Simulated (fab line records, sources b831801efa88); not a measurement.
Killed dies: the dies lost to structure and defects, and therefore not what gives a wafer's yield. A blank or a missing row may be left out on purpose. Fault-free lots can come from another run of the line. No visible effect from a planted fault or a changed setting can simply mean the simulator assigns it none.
What tool caused it?	flow gf180mcu	route of 602 steps, sampled at 1 step: 13 lots, 39 wafers

== WHAT THE GAUGES SHOWED, per wafer ==
GF_V5_THK_MEAS_01.
lot	measured	on	V5_CVD_00_THK (nm)
L746	day 26 13:23	film_metro-03	305 298 300
L747	day 26 19:28	film_metro-03	300 296 301
L748	day 27 09:41	film_metro-03	300 297 302
L749	day 27 14:49	film_metro-02	300 306 303
L751	day 28 08:16	film_metro-01	303 302 303
L752	day 28 16:46	film_metro-03	303 303 299
L753	day 28 19:41	film_metro-02	298 300 301
L754	day 29 06:58	film_metro-03	304 299 304
L756	day 29 17:08	film_metro-02	295 298 301
L764	day 31 21:45	film_metro-02	299 302 298
L765	day 32 04:08	film_metro-02	296 295 299
L766	day 32 10:10	film_metro-02	302 302 301
L767	day 32 17:32	film_metro-02	309 300 304

== EACH LOT AND THE TOOL THAT RAN IT (in order: tool; ch and the chambers of the sampled wafers; start) ==
The record holds no process step before these readings.

== WHAT THE TOOLS THEMSELVES READ (means of the sampled wafers that have a number; where no wafer has one, the mark that the record gives instead) ==
The record holds no such reading with a usual standard deviation.

== THE ANSWER, worked out from the rows above alone ==
Rule: usual is defined by the lots themselves. Put in order of their means at a reading, lots are off if they are a third of the lots or fewer, leave a main group of 4 or more, and stand apart from it by a gap of 3 or more times the standard deviation of the main group's means; of several such gaps the widest counts. Not used: any main group whose means are identical at the precision the tables above print for the reading. Also off: a lot with no number at a reading for which 4 or more lots have one. All remaining lots with rows at the step are treated as sound. The gauges are gone through in route order, then the tools' own readings, and for those a lot's mean is taken as printed above. At the first step where some lot is off, the reading lying furthest off is the one used; lots without a number count as furthest.
Nothing can be told from this: no lot is off at any reading shown.

== WHAT THE SIMULATOR PUT IN ==
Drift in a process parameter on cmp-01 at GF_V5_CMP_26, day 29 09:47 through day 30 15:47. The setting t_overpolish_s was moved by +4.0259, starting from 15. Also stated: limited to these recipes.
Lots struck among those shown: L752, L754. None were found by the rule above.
